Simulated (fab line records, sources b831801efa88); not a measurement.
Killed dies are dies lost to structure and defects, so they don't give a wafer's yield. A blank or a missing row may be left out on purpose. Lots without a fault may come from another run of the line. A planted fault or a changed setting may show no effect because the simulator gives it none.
fab line records | flow sfq_line
record lots=14 wafers=42 last_day=91
route steps=325 shown M1@59
lots that met no fault: from a run of the same line without faults
start_h: hours from the record's first day to the start of the lot's first wafer shown | wait_h: hours since the lot's step before | " the same as in the row above | L1.1+2: a row that stands for several wafers | - no value, or no start given | * or withheld: withheld | < > ~ a bound
route shown NAME@n: a module of which the file shows steps, and the number in the route of the first | usual: mean/standard deviation of fault-free wafers | same: alike in all rows | chamber/n: place in a boat | sites: the reading at each site | _std_site: their standard deviation | _edge_site: outer sites' mean less inner sites' | radius_mm: how far each site lies from the wafer's centre | mask NAME#n: copy n | behind: the tool/chamber that last shaped the wafer | hold: why the lot was held/for how many hours/how that ended | device: the transistor (n, p or np) that didn't switch | end of line: the same wafers' tests at the end of the route | a step without rows: its recipe alone | killed: dies lost to structure and defects at the first sort, not the wafer's yield | map: a wafer's dies, x killed, . not, _ none there
set.NAME: the setting as run; set.NAME@STEP: as run at that earlier step | model.NAME: the simulator's own value behind a step, which no gauge read
steps of the route over a sample of lots; a table a step, a row a wafer
services: from which hour (start_h, from the record's first day; less than 0 if before it) a tool's chamber was out of use, for how many hours, and why
## steps
# step SFQ_TRILAYER_M1_DEP_SPUTTER_037
# recipe material=Nb base_pressure_pa=1.33e-06 chamber_pressure_pa=0.1333 substrate_temp_c=20 resputter_cathode_voltage_v=400 target_thk_nm=200 power_w=2000 time_s=133.3
# usual resputter_cathode_voltage_v=400/4.1 throttle_valve_pct=30.3/1.1
# columns lot.wafer tool chamber start_h wait_h resputter_cathode_voltage_v throttle_valve_pct
L777.2 pvd_sputter-05 - 454.84 0.0 401 30.8
L777.4 " - " " 403 29.7
L777.5 " - " " 400 32.0
L778.3 pvd_sputter-06 - 465.04 0.0 401 29.7
L778.5 " - " " 399 30.0
L778.6 " - " " 401 30.8
L779.1 pvd_sputter-04 - 477.17 0.0 400 30.8
L779.4 " - " " 402 30.7
L779.6 " - " " 405 29.4
L780.4 pvd_sputter-06 - 479.57 0.0 395 29.3
L780.5 " - " " 402 30.0
L780.6 " - " " 400 31.0
L783.2 pvd_sputter-04 - 489.17 0.0 396 30.9
L783.4 " - " " 403 29.2
L783.6 " - " " 397 31.4
L784.3 pvd_sputter-05 - 491.77 0.0 399 29.6
L784.4 " - " " 400 31.1
L784.6 " - " " 408 31.9
L785.1 pvd_sputter-06 - 495.45 0.0 406 30.6
L785.2 " - " " 398 29.6
L785.6 " - " " 401 30.0
L787.1 pvd_sputter-06 - 502.54 0.0 400 30.6
L787.2 " - " " 393 29.8
L787.4 " - " " 399 29.7
L790.1 pvd_sputter-06 - 554.09 0.0 395 29.9
L790.3 " - " " 399 30.5
L790.4 " - " " 393 29.6
L791.1 pvd_sputter-04 - 561.29 0.0 391 31.2
L791.2 " - " " 396 28.2
L791.5 " - " " 399 30.9
L797.2 pvd_sputter-04 - 618.58 0.0 401 27.9
L797.4 " - " " 394 30.7
L797.6 " - " " 400 29.2
L798.2 pvd_sputter-05 - 625.62 1.1 404 32.2
L798.3 " - " " 400 29.5
L798.4 " - " " 401 30.7
L799.1 pvd_sputter-05 - 652.10 0.0 397 31.9
L799.5 " - " " 404 31.0
L799.6 " - " " 398 31.5
L800.2 pvd_sputter-04 - 659.30 0.0 402 29.2
L800.3 " - " " 400 30.7
L800.5 " - " " 409 31.3
# step SFQ_M1_RS_MEAS_909
# recipe thk_meas_gauge=four-point-probe reads=Nb_of_TRILAYER_M1_DEP_SPUTTER_037
# usual M1_NB_RS=0.890/0.012
# columns lot.wafer tool chamber start_h wait_h M1_NB_RS[ohm/sq]
L777.2 film_metro-03 - 454.95 0.1 0.880
L777.4 " - " " 0.895
L777.5 " - " " 0.884
L778.3 film_metro-03 - 465.17 0.1 0.886
L778.5 " - " " 0.883
L778.6 " - " " 0.905
L779.1 film_metro-02 - 477.26 0.0 0.900
L779.4 " - " " 0.909
L779.6 " - " " 0.911
L780.4 film_metro-03 - 479.72 0.1 0.874
L780.5 " - " " 0.880
L780.6 " - " " 0.904
L783.2 film_metro-02 - 489.28 0.1 0.890
L783.4 " - " " 0.902
L783.6 " - " " 0.890
L784.3 film_metro-03 - 491.90 0.1 0.890
L784.4 " - " " 0.885
L784.6 " - " " 0.889
L785.1 film_metro-01 - 495.54 0.0 0.907
L785.2 " - " " 0.880
L785.6 " - " " 0.885
L787.1 film_metro-03 - 502.63 0.0 0.883
L787.2 " - " " 0.884
L787.4 " - " " 0.886
L790.1 film_metro-02 - 554.18 0.0 0.874
L790.3 " - " " 0.863
L790.4 " - " " 0.877
L791.1 film_metro-03 - 561.38 0.0 0.876
L791.2 " - " " 0.883
L791.5 " - " " 0.882
L797.2 film_metro-03 - 618.69 0.1 0.894
L797.4 " - " " 0.879
L797.6 " - " " 0.901
L798.2 film_metro-01 - 625.73 0.1 1.008
L798.3 " - " " 1.017
L798.4 " - " " 1.009
L799.1 film_metro-01 - 652.19 0.0 1.013
L799.5 " - " " 1.029
L799.6 " - " " 1.036
L800.2 film_metro-01 - 659.41 0.1 0.907
L800.3 " - " " 0.890
L800.5 " - " " 0.897
# step SFQ_TRILAYER_M1_ETCH_METAL_ETCH_042
# recipe target=Nb stop_on=SiO2 mask_material=PR chemistry=Cl2/Ar target_depth_nm=240 icp_w=616.5 bias_w=80 pressure_mtorr=10 time_s=120
# usual drypump_motor_current_A=6.0/0.49 oes_product_au=0.894/0.0085
# columns lot.wafer tool chamber start_h wait_h drypump_motor_current_A oes_product_au rf_hours_counter_h
L777.2 rie_metal-04 1 604.28 0.0 6.2 0.908 24
L777.4 " 1 " " 6.2 0.886 -
L777.5 " 0 " " 6.1 0.901 -
L778.3 rie_metal-04 1 611.52 0.1 6.2 0.890 -
L778.5 " 1 " " 6.2 0.895 -
L778.6 " 0 " " 6.2 0.884 -
L779.1 rie_metal-02 1 619.88 0.0 5.1 0.885 52
L779.4 " 0 " " 6.3 0.887 -
L779.6 " 1 " " 5.1 0.893 -
L780.4 rie_metal-01 0 622.35 0.1 5.5 0.908 -
L780.5 " 1 " " 6.6 0.895 -
L780.6 " 0 " " 5.5 0.895 -
L783.2 rie_metal-01 0 635.62 0.1 5.5 0.890 23
L783.4 " 1 " " 6.6 0.889 -
L783.6 " 1 " " 6.6 0.892 -
L784.3 rie_metal-04 0 636.85 0.1 6.2 0.895 -
L784.4 " 1 " " 6.2 0.897 -
L784.6 " 0 " " 6.2 0.892 -
L785.1 rie_metal-02 0 640.40 0.0 6.3 0.887 124
L785.2 " 1 " " 5.1 0.899 55
L785.6 " 1 " " 5.1 0.890 -
L787.1 rie_metal-04 1 653.60 0.0 6.2 0.901 32
L787.2 " 0 " " 6.2 0.897 90
L787.4 " 1 " " 6.2 0.892 -
L790.1 rie_metal-01 1 703.18 0.0 6.6 0.904 79
L790.3 " 1 " " 6.6 0.906 -
L790.4 " 0 " " 5.5 0.900 -
L791.1 rie_metal-02 1 709.18 0.0 5.1 0.904 64
L791.2 " 0 " " 6.3 0.902 133
L791.5 " 0 " " 6.3 0.898 -
L797.2 rie_metal-04 0 760.55 0.0 6.2 0.900 104
L797.4 " 0 " " 6.2 0.903 -
L797.6 " 0 " " 6.2 0.880 -
L798.2 rie_metal-04 1 766.55 0.0 6.2 0.827 47
L798.3 " 1 " " 6.2 0.832 -
L798.4 " 0 " " 6.2 0.838 -
L799.1 rie_metal-01 1 788.07 0.0 6.5 0.832 89
L799.5 " 0 " " 5.5 0.828 -
L799.6 " 1 " " 6.5 0.820 -
L800.2 rie_metal-02 1 802.70 0.1 5.1 0.887 -
L800.3 " 1 " " 5.1 0.904 -
L800.5 " 1 " " 5.1 0.884 -
## services
# columns tool chamber start_h hours kind
pvd_sputter-04 0 435.06 - consumable_replace:kit
pvd_sputter-04 0 435.06 18.0 scheduled_down
pvd_sputter-04 0 435.06 18.0 vent_cycle
rie_metal-04 - 438.10 2.8 pm
rie_metal-01 0 442.47 - clean
rie_metal-01 0 442.47 11.7 scheduled_down
pvd_sputter-06 - 454.07 1.0 repair
pvd_sputter-05 - 466.21 2.4 repair
rie_metal-02 - 474.70 2.8 pm
pvd_sputter-05 - 510.98 2.3 repair
pvd_sputter-05 - 564.85 13.4 repair
pvd_sputter-05 - 594.28 4.6 repair
rie_metal-04 - 599.17 0.8 repair
rie_metal-04 - 602.17 0.3 repair
pvd_sputter-05 - 635.97 3.0 repair
rie_metal-02 - 641.13 10.0 pm
rie_metal-04 0 667.27 3.8 repair
rie_metal-04 - 673.15 1.4 pm
pvd_sputter-06 - 701.76 12.0 repair
pvd_sputter-05 - 718.10 0.9 repair
pvd_sputter-06 1 769.83 - consumable_replace:kit
pvd_sputter-06 1 769.83 18.0 scheduled_down
pvd_sputter-06 1 769.83 18.0 vent_cycle
rie_metal-04 - 789.94 2.1 repair
## key
first_sign step=SFQ_M1_RS_MEAS_909 reading=M1_NB_RS direction=up sigmas=11 usual=0.890 struck=1.019
effect step=SFQ_TRILAYER_M1_ETCH_METAL_ETCH_042 reading=oes_product_au direction=down sigmas=7.6 usual=0.894 struck=0.829
met_at SFQ_TRILAYER_M1_DEP_SPUTTER_037
struck_lots L798,L799
onset_between 491.77 625.62
fault kind=process_parameter_drift tool=pvd_sputter-05 chamber=- onset_h=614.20 steps=SFQ_TRILAYER_M1_DEP_SPUTTER_037 channel=target_thk_nm offset=-22.553 shape=step end_h=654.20 acts_in=these_recipes_only stated=200
